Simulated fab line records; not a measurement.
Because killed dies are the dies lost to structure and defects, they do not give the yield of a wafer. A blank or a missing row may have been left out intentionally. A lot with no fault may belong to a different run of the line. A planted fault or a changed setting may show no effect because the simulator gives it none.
fab line records ; flow gf180mcu
record: lots: 7; wafers: 21; last_day: 34
route steps=602 shown M3@427 V3@429 PASSIVATION@602
lots with no fault: from the same line, run without faults
start_h: the number of hours between the record's first day and the start of the first shown wafer of the lot ; wait_h: how many hours have passed since the lot's step before this one ; " as in the row above ; L1.1+2: a single row standing in for several wafers ; - no value, or no start was given ; * or withheld: withheld ; < > ~ a bound
route shown NAME@n: names a module that has steps shown in the file, with the first one's number in the route ; usual: mean/standard deviation of fault-free wafers ; same: alike in all rows ; chamber/n: place in a boat ; sites: readings site by site ; _std_site: how widely they spread, as a standard deviation ; _edge_site: mean of outer sites minus mean of inner sites ; radius_mm: how far each site lies from the wafer's centre ; mask NAME#n: copy n ; behind: tool/chamber where the wafer was last shaped ; hold: why the lot was held/for how many hours/how that ended ; device: transistor that didn't switch, given as n, p or np ; end of line: tests run on the same wafers once the route is complete ; a step given without rows: its recipe and nothing more ; killed: dies that structure and defects cost at the first sort, which is not the same as the wafer's yield ; map: a wafer's dies, x killed, . not, _ none there
set.NAME: the run value of the setting; set.NAME@STEP: its run value at that earlier step ; model.NAME: the simulator's own value behind a step, which no gauge read
a table for each step, a row for each wafer; lots at some steps of the route
services: the hour from which a tool's chamber was out of use, counted from the record's first day as start_h (under 0 if before that day), plus the number of hours and why
== steps ==
step: GF_M3_STRIP_18
recipe: chemistry: post_etch_residue_remover; time_s: 1200; temp_c: 72.5
step: GF_M3_CLEAN_19
recipe: chemistry: DIW; dry: n2_spin
step: GF_V3_CVD_00
recipe: material: SiO2; target_thk_nm: 600; sigma_open_frac: 0.3; temp_c: 400; time_s: 100; sih4_flow_sccm: 60; pressure_mtorr: 6
step: GF_V3_THK_MEAS_01
recipe: reads: SiO2_of_V3_CVD_00
usual: V3_CVD_00_THK: 600/5.1
lot.wafer;tool;chamber;start_h;wait_h;V3_CVD_00_THK[nm]
L553.2;film_metro-01;-;544.45;0.0;600
L553.3;film_metro-01;-;544.45;0.0;601
L553.4;film_metro-01;-;544.45;0.0;605
L554.1;film_metro-01;-;556.62;0.0;600
L554.2;film_metro-01;-;556.62;0.0;601
L554.6;film_metro-01;-;556.62;0.0;601
L560.1;film_metro-04;-;600.26;0.1;600
L560.2;film_metro-04;-;600.26;0.1;593
L560.5;film_metro-04;-;600.26;0.1;601
L564.2;film_metro-03;-;630.76;0.0;601
L564.3;film_metro-03;-;630.76;0.0;602
L564.5;film_metro-03;-;630.76;0.0;607
L568.2;film_metro-01;-;662.71;0.0;598
L568.4;film_metro-01;-;662.71;0.0;604
L568.5;film_metro-01;-;662.71;0.0;589
L569.1;film_metro-04;-;666.26;0.0;610
L569.4;film_metro-04;-;666.26;0.0;607
L569.6;film_metro-04;-;666.26;0.0;607
L570.2;film_metro-03;-;667.67;0.0;595
L570.3;film_metro-03;-;667.67;0.0;605
L570.4;film_metro-03;-;667.67;0.0;599
step: GF_V3_CVD_02
recipe: material: SiO2; target_thk_nm: 850; precursor: TEOS; temp_c: 400; time_s: 94.851; rf_w: 600
usual: heater_power_w: 670/110; susceptor_temp_C: 400.02/0.2
same: time_s: 94.851
lot.wafer;tool;chamber;start_h;wait_h;heater_power_w;susceptor_temp_C
L553.2;pecvd-03;1;544.50;0.0;789;400.18
L553.3;pecvd-03;2;544.50;0.0;655;400.11
L553.4;pecvd-03;1;544.50;0.0;837;400.12
L554.1;pecvd-04;0;556.68;0.1;617;400.23
L554.2;pecvd-04;1;556.68;0.1;571;399.89
L554.6;pecvd-04;0;556.68;0.1;522;400.12
L560.1;pecvd-04;2;600.32;0.1;622;399.74
L560.2;pecvd-04;0;600.32;0.1;585;400.22
L560.5;pecvd-04;0;600.32;0.1;633;400.05
L564.2;pecvd-04;1;630.81;0.0;691;400.19
L564.3;pecvd-04;0;630.81;0.0;543;399.99
L564.5;pecvd-04;2;630.81;0.0;529;400.26
L568.2;pecvd-03;1;662.76;0.0;831;399.76
L568.4;pecvd-03;2;662.76;0.0;693;400.49
L568.5;pecvd-03;0;662.76;0.0;846;400.09
L569.1;pecvd-01;1;666.32;0.1;477;400.02
L569.4;pecvd-01;0;666.32;0.1;732;400.16
L569.6;pecvd-01;1;666.32;0.1;580;400.14
L570.2;pecvd-04;1;667.72;0.0;625;399.75
L570.3;pecvd-04;0;667.72;0.0;640;399.62
L570.4;pecvd-04;0;667.72;0.0;669;400.13
step: GF_V3_THK_MEAS_03
recipe: reads: SiO2_of_V3_CVD_02
usual: V3_CVD_02_THK: 849/11
lot.wafer;tool;chamber;start_h;wait_h;V3_CVD_02_THK[nm]
L553.2;film_metro-03;-;544.58;0.0;844
L553.3;film_metro-03;-;544.58;0.0;838
L553.4;film_metro-03;-;544.58;0.0;840
L554.1;film_metro-03;-;556.78;0.1;849
L554.2;film_metro-03;-;556.78;0.1;842
L554.6;film_metro-03;-;556.78;0.1;856
L560.1;film_metro-03;-;600.39;0.0;845
L560.2;film_metro-03;-;600.39;0.0;843
L560.5;film_metro-03;-;600.39;0.0;862
L564.2;film_metro-01;-;630.89;0.0;837
L564.3;film_metro-01;-;630.89;0.0;838
L564.5;film_metro-01;-;630.89;0.0;846
L568.2;film_metro-03;-;662.84;0.0;846
L568.4;film_metro-03;-;662.84;0.0;871
L568.5;film_metro-03;-;662.84;0.0;867
L569.1;film_metro-01;-;666.43;0.1;832
L569.4;film_metro-01;-;666.43;0.1;858
L569.6;film_metro-01;-;666.43;0.1;852
L570.2;film_metro-04;-;667.80;0.0;857
L570.3;film_metro-04;-;667.80;0.0;864
L570.4;film_metro-04;-;667.80;0.0;868
step: GF_V3_CMP_04
recipe: material: SiO2; down_force_psi: 4; platen_rpm: 60; pad_velocity_m_s: 0.94248
usual: motor_current_A: 11.3/1.1; platen_rpm: 59.99/0.04; time_to_endpoint_s: 81/4.9
lot.wafer;tool;chamber;start_h;wait_h;motor_current_A;platen_rpm;time_to_endpoint_s
L553.2;cmp-01;3;544.68;0.1;12.1;60.00;77
L553.3;cmp-01;0;544.68;0.1;12.0;60.01;75
L553.4;cmp-01;1;544.68;0.1;10.6;59.92;77
L554.1;cmp-02;2;556.84;0.1;10.5;59.95;78
L554.2;cmp-02;1;556.84;0.1;11.5;59.99;77
L554.6;cmp-02;2;556.84;0.1;11.0;60.01;83
L560.1;cmp-01;0;600.45;0.1;11.2;59.92;82
L560.2;cmp-01;1;600.45;0.1;10.4;59.98;82
L560.5;cmp-01;1;600.45;0.1;10.4;59.92;89
L564.3;cmp-01;0;630.94;0.0;11.4;59.99;79
L564.2;cmp-01;1;630.94;0.0;10.2;59.98;76
L564.5;cmp-01;0;630.94;0.0;11.7;59.98;79
L568.4;cmp-01;0;663.11;0.2;11.7;60.00;90
L568.2;cmp-01;1;663.11;0.2;9.9;60.00;74
L568.5;cmp-01;2;663.11;0.2;12.7;60.01;89
L569.4;cmp-02;0;666.59;0.1;12.5;60.01;87
L569.1;cmp-02;1;666.59;0.1;11.8;60.02;75
L569.6;cmp-02;3;666.59;0.1;9.2;59.98;84
L570.4;cmp-01;3;667.90;0.1;11.6;59.94;87
L570.2;cmp-01;0;667.90;0.1;12.0;59.96;89
L570.3;cmp-01;1;667.90;0.1;10.4;60.00;90
step: GF_V3_BOW_MEAS_05
recipe: mode: bow
usual: V3_BOW: 117/8.6
lot.wafer;tool;chamber;start_h;wait_h;V3_BOW[um]
L553.2;film_metro-03;-;544.95;0.2;109
L553.3;film_metro-03;-;544.95;0.2;101
L553.4;film_metro-03;-;544.95;0.2;111
L554.1;film_metro-03;-;557.14;0.2;126
L554.2;film_metro-03;-;557.14;0.2;110
L554.6;film_metro-03;-;557.14;0.2;122
L560.1;film_metro-04;-;600.75;0.2;112
L560.2;film_metro-04;-;600.75;0.2;109
L560.5;film_metro-04;-;600.75;0.2;108
L564.2;film_metro-01;-;631.26;0.2;129
L564.3;film_metro-01;-;631.26;0.2;123
L564.5;film_metro-01;-;631.26;0.2;123
L568.2;film_metro-03;-;663.33;0.1;121
L568.4;film_metro-03;-;663.33;0.1;112
L568.5;film_metro-03;-;663.33;0.1;115
L569.1;film_metro-04;-;666.79;0.1;124
L569.4;film_metro-04;-;666.79;0.1;120
L569.6;film_metro-04;-;666.79;0.1;123
L570.2;film_metro-04;-;668.17;0.2;98
L570.3;film_metro-04;-;668.17;0.2;109
L570.4;film_metro-04;-;668.17;0.2;98
step: GF_V3_DEHYDRATE_06
recipe: temp_c: 200; time_s: 60
step: GF_V3_HMDS_07
recipe: prime_time_s: 60; prime_temp_c: 120
step: GF_V3_COAT_08
recipe: resist: BARC; temp_c: withheld; time_s: withheld; spin_rpm: withheld; resist_thk_nm: withheld
step: GF_V3_COAT_09
recipe: resist: KrF; spin_rpm: withheld; resist_thk_nm: 1000
step: GF_V3_SOFTBAKE_10
recipe: temp_c: 130; time_s: 60; resist: KrF
usual: heater_power_total_W: 93.05/0.061; plate_temp_C: 130.03/0.13
same: time_s: 60
lot.wafer;tool;chamber;start_h;wait_h;heater_power_total_W;plate_temp_C;model.KrF_of_V3_COAT_09.thk_nm
L553.2;litho_track-02;0;556;-;93.12;130.01;998.3
L553.3;litho_track-02;0;556;-;93.11;130.09;1000
L553.4;litho_track-02;0;556;-;93.09;130.10;999.9
L554.1;litho_track-03;0;568;-;92.96;130.27;997.5
L554.2;litho_track-03;0;568;-;92.93;130.08;1003
L554.6;litho_track-03;0;568;-;92.98;129.82;1003
L560.1;litho_track-02;0;610;-;93.09;130.21;1005
L560.2;litho_track-02;0;610;-;93.10;130.20;1004
L560.5;litho_track-02;0;610;-;92.97;130.19;1002
L564.2;litho_track-02;0;641;-;101.88;139.32;993
L564.3;litho_track-02;0;641;-;101.83;139.33;992.9
L564.5;litho_track-02;0;641;-;101.87;139.22;990.8
L568.2;litho_track-04;0;672;-;93.04;129.87;997
L568.4;litho_track-04;0;672;-;93.13;129.96;997.9
L568.5;litho_track-04;0;672;-;93.07;130.03;1000
L569.1;litho_track-02;0;676;-;101.94;139.32;987
L569.4;litho_track-02;0;676;-;101.85;139.49;983.9
L569.6;litho_track-02;0;676;-;101.83;139.48;986.1
L570.2;litho_track-02;0;677;-;101.88;139.32;985.3
L570.3;litho_track-02;0;677;-;101.94;139.61;982
L570.4;litho_track-02;0;677;-;101.76;139.41;984.1
step: GF_V3_EXPOSE_11
recipe: mask_id: Via3; target_cd_nm: 260; na: 0.68; source_shape: conventional; sigma_outer: 0.6; dose_mj: 38
step: GF_V3_PEB_12
recipe: peb_temp_c: 135; peb_time_s: 90; resist: KrF
step: GF_V3_DEVELOP_13
recipe: develop_time_s: 60; resist: KrF; dev_temp_c: 20.24
lot.wafer;tool;chamber;start_h;wait_h;model.V3.cd_nm;model.KrF_of_V3_COAT_09.thk_nm
L553.2;litho_track-02;0;566.89;0.2;257.9;983.4
L553.3;litho_track-02;0;566.89;0.2;259.9;985.1
L553.4;litho_track-02;0;566.89;0.2;259.5;985
L554.1;litho_track-03;0;578.42;0.2;257.7;982.6
L554.2;litho_track-03;0;578.42;0.2;259.3;987.8
L554.6;litho_track-03;0;578.42;0.2;257.8;988.3
L560.1;litho_track-04;0;621.02;0.2;258.2;990.6
L560.2;litho_track-04;0;621.02;0.2;258;989.1
L560.5;litho_track-04;0;621.02;0.2;259.2;987.4
L564.2;litho_track-04;0;651.30;0.2;291.3;978.2
L564.3;litho_track-04;0;651.30;0.2;291.1;978.2
L564.5;litho_track-04;0;651.30;0.2;291.2;976
L568.2;litho_track-04;0;681.95;0.2;262;982.1
L568.4;litho_track-04;0;681.95;0.2;261.6;983
L568.5;litho_track-04;0;681.95;0.2;261.2;985.1
L569.1;litho_track-03;0;685.42;0.2;286.6;972.2
L569.4;litho_track-03;0;685.42;0.2;286.9;969.1
L569.6;litho_track-03;0;685.42;0.2;287.3;971.4
L570.2;litho_track-02;0;687.09;0.2;285.2;970.5
L570.3;litho_track-02;0;687.09;0.2;285.4;967.2
L570.4;litho_track-02;0;687.09;0.2;286.9;969.4
step: GF_V3_CD_MEAS_14
recipe: target_cd_nm: 260
usual: cd_nm: 259.7/1.3
lot.wafer;tool;chamber;start_h;wait_h;cd_nm
L553.2;cd_sem-02;-;567.04;0.1;257.9
L553.3;cd_sem-02;-;567.04;0.1;260.1
L553.4;cd_sem-02;-;567.04;0.1;259.4
L554.1;cd_sem-01;-;578.57;0.1;257.7
L554.2;cd_sem-01;-;578.57;0.1;258.9
L554.6;cd_sem-01;-;578.57;0.1;257.8
L560.1;cd_sem-02;-;621.17;0.1;258.5
L560.2;cd_sem-02;-;621.17;0.1;257.9
L560.5;cd_sem-02;-;621.17;0.1;259.3
L564.2;cd_sem-01;-;651.44;0.1;291.5
L564.3;cd_sem-01;-;651.44;0.1;290.9
L564.5;cd_sem-01;-;651.44;0.1;291.3
L568.2;cd_sem-02;-;682.09;0.1;262.3
L568.4;cd_sem-02;-;682.09;0.1;261.6
L568.5;cd_sem-02;-;682.09;0.1;261.1
L569.1;cd_sem-01;-;685.57;0.1;286.5
L569.4;cd_sem-01;-;685.57;0.1;286.9
L569.6;cd_sem-01;-;685.57;0.1;287.4
L570.2;cd_sem-02;-;687.23;0.1;285.1
L570.3;cd_sem-02;-;687.23;0.1;285.1
L570.4;cd_sem-02;-;687.23;0.1;286.9
step: GF_V3_OVL_MEAS_15
usual: V3_OVL: 4/5.5
lot.wafer;tool;chamber;start_h;wait_h;V3_OVL[nm]
L553.2;overlay-01;-;567.14;0.1;8
L553.3;overlay-01;-;567.14;0.1;4
L553.4;overlay-01;-;567.14;0.1;6
L554.1;overlay-01;-;578.72;0.1;2
L554.2;overlay-01;-;578.72;0.1;1
L554.6;overlay-01;-;578.72;0.1;0
L560.1;overlay-01;-;621.29;0.1;2
L560.2;overlay-01;-;621.29;0.1;6
L560.5;overlay-01;-;621.29;0.1;1
L564.2;overlay-01;-;651.55;0.1;1
L564.3;overlay-01;-;651.55;0.1;3
L564.5;overlay-01;-;651.55;0.1;-4
L568.2;overlay-01;-;682.20;0.1;2
L568.4;overlay-01;-;682.20;0.1;0
L568.5;overlay-01;-;682.20;0.1;7
L569.1;overlay-01;-;685.69;0.1;6
L569.4;overlay-01;-;685.69;0.1;8
L569.6;overlay-01;-;685.69;0.1;10
L570.2;overlay-01;-;687.35;0.1;4
L570.3;overlay-01;-;687.35;0.1;4
L570.4;overlay-01;-;687.35;0.1;9
step: GF_V3_ETCH_16
recipe: chemistry: N2/H2; target_depth_a: withheld; overetch_a: withheld; time_s: withheld; target: BARC; ion_energy_ev: 195; source_w: 500; bias_w: 100; pressure_mtorr: 30; n2_flow_sccm: 100; h2_flow_sccm: 200
usual: drypump_motor_current_A: 5.6/0.49; oes_product_au: 0.854/0.0048; throttle_valve_pct: 13.224/0.009
lot.wafer;tool;chamber;start_h;wait_h;drypump_motor_current_A;oes_product_au;throttle_valve_pct
L553.2;rie_diel-04;1;567.17;0.0;4.7;0.854;13.212
L553.3;rie_diel-04;0;567.17;0.0;5.3;0.855;13.223
L553.4;rie_diel-04;3;567.17;0.0;5.2;0.857;13.213
L554.1;rie_diel-04;3;578.76;0.0;5.3;0.851;13.223
L554.2;rie_diel-04;2;578.76;0.0;6.6;0.858;13.226
L554.6;rie_diel-04;0;578.76;0.0;5.3;0.852;13.229
L560.1;rie_diel-01;1;621.33;0.0;5.2;0.853;13.216
L560.2;rie_diel-01;3;621.33;0.0;6.0;0.857;13.217
L560.5;rie_diel-01;0;621.33;0.0;5.4;0.852;13.230
L564.2;rie_diel-01;1;651.58;0.0;5.1;0.855;13.234
L564.3;rie_diel-01;3;651.58;0.0;6.0;0.861;13.209
L564.5;rie_diel-01;0;651.58;0.0;5.4;0.850;13.223
L568.2;rie_diel-04;0;682.23;0.0;5.3;0.850;13.226
L568.4;rie_diel-04;2;682.23;0.0;6.6;0.845;13.226
L568.5;rie_diel-04;1;682.23;0.0;4.7;0.855;13.224
L569.1;rie_diel-01;1;685.73;0.0;5.1;0.849;13.235
L569.4;rie_diel-01;3;685.73;0.0;6.0;0.851;13.211
L569.6;rie_diel-01;2;685.73;0.0;5.9;0.842;13.232
L570.2;rie_diel-04;1;687.38;0.0;4.7;0.857;13.222
L570.3;rie_diel-04;2;687.38;0.0;6.6;0.853;13.223
L570.4;rie_diel-04;3;687.38;0.0;5.3;0.850;13.232
step: GF_V3_ETCH_17
recipe: chemistry: C4F8/O2/Ar; mask_material: KrF; target: SiO2; stop_on: TiN; source_w: 1500; bias_w: 1200; pressure_mtorr: 40; c4f8_flow_sccm: withheld; O2_flow_sccm: 6; Ar_flow_sccm: 300; time_s: withheld; target_depth_a: 6350
usual: oes_product_au: 0.856/0.0046
lot.wafer;tool;chamber;start_h;wait_h;oes_product_au;model.V3.cd_nm
L553.2;rie_diel-04;1;-;-;0.853;258.4
L553.3;rie_diel-04;0;-;-;0.854;259.6
L553.4;rie_diel-04;3;-;-;0.859;259.7
L554.1;rie_diel-04;3;-;-;0.861;257.4
L554.2;rie_diel-04;2;-;-;0.857;258.7
L554.6;rie_diel-04;0;-;-;0.848;258.2
L560.1;rie_diel-01;1;-;-;0.862;257.5
L560.2;rie_diel-01;3;-;-;0.861;258
L560.5;rie_diel-01;0;-;-;0.859;258.6
L564.2;rie_diel-01;1;-;-;0.863;290.7
L564.3;rie_diel-01;3;-;-;0.856;290.9
L564.5;rie_diel-01;0;-;-;0.855;291
L568.2;rie_diel-04;0;-;-;0.855;262
L568.4;rie_diel-04;2;-;-;0.853;261.4
L568.5;rie_diel-04;1;-;-;0.859;261.8
L569.1;rie_diel-01;1;-;-;0.858;286.3
L569.4;rie_diel-01;3;-;-;0.861;287.2
L569.6;rie_diel-01;2;-;-;0.862;287.2
L570.2;rie_diel-04;1;-;-;0.854;286.1
L570.3;rie_diel-04;2;-;-;0.854;285.3
L570.4;rie_diel-04;3;-;-;0.857;286.6
step: GF_V3_STRIP_18
recipe: chemistry: O2/N2; power_w: 1400; pressure_mtorr: 1500; platen_temp_c: 250; o2_flow_sccm: 3000; n2_flow_sccm: 300; overash_fraction: 0.5
usual: drypump_motor_current_A: 5.4/0.57; heater_power_w: 331/23; oes_product_au: 0.592/0.005
lot.wafer;tool;chamber;start_h;wait_h;drypump_motor_current_A;heater_power_w;oes_product_au;rf_hours_counter_h
L553.2;plasma_asher-03;1;567.30;-;5.0;317;0.587;9
L553.3;plasma_asher-03;1;567.30;-;5.0;297;0.584;-
L553.4;plasma_asher-03;0;567.30;-;4.9;307;0.598;-
L554.1;plasma_asher-01;1;578.89;-;5.6;377;0.585;99
L554.2;plasma_asher-01;0;578.89;-;6.8;336;0.599;99
L554.6;plasma_asher-01;0;578.89;-;6.8;333;0.587;-
L560.1;plasma_asher-01;1;621.46;-;5.6;378;0.597;104
L560.2;plasma_asher-01;0;621.46;-;6.8;321;0.591;104
L560.5;plasma_asher-01;1;621.46;-;5.6;377;0.597;-
L564.2;plasma_asher-03;1;651.71;-;5.0;300;0.588;18
L564.3;plasma_asher-03;1;651.71;-;5.0;305;0.587;-
L564.5;plasma_asher-03;0;651.71;-;4.9;307;0.591;-
L568.2;plasma_asher-03;1;682.36;-;5.0;308;0.595;21
L568.4;plasma_asher-03;0;682.36;-;4.9;298;0.593;-
L568.5;plasma_asher-03;0;682.36;-;4.9;297;0.598;-
L569.1;plasma_asher-04;1;685.85;-;5.2;333;0.583;60
L569.4;plasma_asher-04;1;685.85;-;5.2;339;0.592;-
L569.6;plasma_asher-04;1;685.85;-;5.2;332;0.580;-
L570.2;plasma_asher-01;1;687.51;-;5.5;380;0.591;111
L570.3;plasma_asher-01;1;687.51;-;5.6;375;0.576;-
L570.4;plasma_asher-01;0;687.51;-;6.8;326;0.582;-
step: GF_PASSIVATION_PROBE_99
lot.wafer;tool;chamber;start_h;wait_h;model.etest.via3_chain.rc_ohm
L553.2;prober-02;-;717.92;0.1;6.552
L553.3;prober-02;-;717.97;0.2;6.19
L553.4;prober-02;-;718.02;0.2;6.46
L554.1;prober-02;-;728.62;0.1;6.67
L554.2;prober-02;-;728.67;0.1;6.349
L554.6;prober-02;-;728.87;0.2;6.484
L560.1;prober-01;-;761.48;0.1;6.754
L560.2;prober-01;-;761.53;0.1;6.692
L560.5;prober-01;-;761.68;0.2;6.706
L564.2;prober-01;-;785.65;0.1;5.274
L564.3;prober-01;-;785.70;0.2;5.233
L564.5;prober-01;-;785.80;0.2;5.093
L568.2;prober-01;-;811.97;0.1;6.461
L568.4;prober-01;-;812.07;0.2;6.164
L568.5;prober-01;-;812.12;0.2;6.535
L569.1;prober-02;-;813.82;0.1;5.275
L569.4;prober-02;-;813.97;0.2;5.164
L569.6;prober-02;-;814.07;0.2;5.255
L570.2;prober-01;-;816.15;0.1;5.075
L570.3;prober-01;-;816.20;0.2;5.342
L570.4;prober-01;-;816.25;0.2;5.251
killed by level:class
L553.2 CONTACT:geometric_particle:open=5 POLY_GATE:geometric_particle:open=4 STI:geometric_particle:open=3 STI:geometric_particle:short=2 CONTACT:geometric_particle:short=2 M1:geometric_particle:short=2 V1:geometric_particle:open=2 V2:geometric_particle:short=2
L553.3 CONTACT:geometric_particle:open=8 V2:geometric_particle:open=6 V4:geometric_particle:open=6 V5:geometric_particle:open=6 V3:geometric_particle:open=4 CONTACT:geometric_particle:short=3 STI:geometric_particle:short=2 STI:geometric_particle:open=2
L553.4 CONTACT:geometric_particle:open=8 V3:geometric_particle:open=6 STI:geometric_particle:short=5 V1:geometric_particle:open=5 V2:geometric_particle:open=4 V4:geometric_particle:open=4 STI:geometric_particle:open=3 V5:geometric_particle:short=3
L554.1 V2:geometric_particle:open=7 V3:geometric_particle:open=6 STI:geometric_particle:open=4 M5:geometric_particle:short=4 V5:geometric_particle:open=4 CONTACT:geometric_particle:open=3 M1:geometric_particle:short=3 V4:geometric_particle:open=3
L554.2 CONTACT:geometric_particle:open=7 V2:geometric_particle:open=6 V5:geometric_particle:short=5 V5:geometric_particle:open=4 V3:geometric_particle:open=3 STI:geometric_particle:open=2 STI:geometric_particle:short=2 V1:geometric_particle:open=2
L554.6 V1:geometric_particle:open=8 CONTACT:geometric_particle:open=6 V5:geometric_particle:open=5 V1:geometric_particle:short=4 V4:geometric_particle:open=3 STI:geometric_particle:short=2 SALICIDE:geometric_particle:short=2 M1:geometric_particle:short=2
L560.1 CONTACT:geometric_particle:open=7 V2:geometric_particle:open=6 STI:geometric_particle:open=5 STI:geometric_particle:short=4 V3:geometric_particle:open=4 V5:geometric_particle:open=3 CONTACT:geometric_particle:short=2 V1:geometric_particle:open=2
L560.2 CONTACT:geometric_particle:open=9 STI:geometric_particle:open=3 STI:geometric_particle:short=3 V3:geometric_particle:open=3 V4:geometric_particle:open=3 V5:geometric_particle:open=3 CONTACT:geometric_particle:short=2 V4:geometric_particle:short=2
L560.5 CONTACT:geometric_particle:open=7 V1:geometric_particle:open=4 V2:geometric_particle:open=4 V5:geometric_particle:open=4 CONTACT:geometric_particle:short=3 M1:geometric_particle:short=3 V4:geometric_particle:open=3 STI:geometric_particle:open=2
L568.2 V2:geometric_particle:open=6 V3:geometric_particle:open=6 V4:geometric_particle:open=6 V1:geometric_particle:open=5 V2:geometric_particle:short=5 CONTACT:geometric_particle:short=4 CONTACT:geometric_particle:open=4 M1:geometric_particle:short=4
L568.4 V1:geometric_particle:open=4 M2:geometric_particle:open=4 M1:geometric_particle:short=3 V1:geometric_particle:short=3 M2:geometric_particle:short=3 M4:geometric_particle:short=3 V5:geometric_particle:open=3 CONTACT:geometric_particle:open=2
L568.5 CONTACT:geometric_particle:open=8 V4:geometric_particle:open=6 V2:geometric_particle:open=4 M3:geometric_particle:short=4 V3:geometric_particle:short=4 V3:geometric_particle:open=4 STI:geometric_particle:short=3 V2:geometric_particle:short=3
== services ==
tool;chamber;start_h;hours;kind
cmp-02;-;532.14;2.1;pm
plasma_asher-01;-;537.65;8.9;pm
pecvd-01;-;543.81;0.3;repair
pecvd-04;2;552.82;21.9;repair
cmp-01;-;564.08;6.5;pm
rie_diel-04;1;571.97;4.5;repair
cmp-02;-;572.00;4.0;pm
cmp-01;-;579.25;1.5;repair
cmp-02;-;584.14;0.7;repair
pecvd-03;-;591.12;14.0;pm
rie_diel-01;-;598.75;0.5;repair
plasma_asher-01;-;603.50;1.3;repair
rie_diel-04;0;606.60;4.0;repair
pecvd-04;0;614.32;12.6;repair
pecvd-04;-;618.50;1.5;repair
rie_diel-04;2;627.48;14.0;repair
cmp-02;-;637.40;0.8;repair
rie_diel-01;3;640.09;5.3;repair
rie_diel-01;1;643.30;2.7;repair
rie_diel-04;2;647.84;5.7;repair
rie_diel-04;3;659.16;5.9;repair
pecvd-04;-;661.39;1.1;repair
cmp-02;-;669.78;0.3;repair
cmp-01;-;679.96;1.6;repair
== key ==
first_sign: step: GF_V3_SOFTBAKE_10; reading: heater_power_total_W; direction: up; sigmas: 99+; usual: 93.05; struck: 101.86
effect: step: GF_V3_SOFTBAKE_10; reading: plate_temp_C; direction: up; sigmas: 73; usual: *; struck: *
effect: step: GF_V3_CD_MEAS_14; reading: cd_nm; direction: up; sigmas: 22; usual: 259.7; struck: 288.0; through: control_loop
model_effect: step: GF_V3_SOFTBAKE_10; value: KrF_of_V3_COAT_09.thk_nm; without: 998.2; struck: 987.2
model_effect: step: GF_V3_DEVELOP_13; value: V3.cd_nm; without: 259.1; struck: 288
model_effect: step: GF_V3_ETCH_17; value: V3.cd_nm; without: 259.1; struck: 287.9
model_effect: step: GF_PASSIVATION_PROBE_99; value: etest.via3_chain.rc_ohm; without: 6.364; struck: 5.218
met_at GF_V3_SOFTBAKE_10
struck_wafers L564.2,L564.3,L564.5,L569.1,L569.4,L569.6,L570.2,L570.3,L570.4
sort_left_out L564.2,L564.3,L564.5,L569.1,L569.4,L569.6,L570.2,L570.3,L570.4
loop_trim: step: GF_V3_EXPOSE_11; setting: dose; lots: L569,L570
onset_between 610 641
fault: kind: process_parameter_drift; tool: litho_track-02; chamber: -; onset_h: 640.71; steps: GF_V3_SOFTBAKE_10; channel: temp_c; offset: *; shape: step; end_h: 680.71; acts_in: *; stated: *
sort_left_out: the simulated sort isn't trusted on such a fault, so these wafers' sort isn't shown, and their yield isn't known
loop_trim: a control loop set the setting to another value than it would have without faults
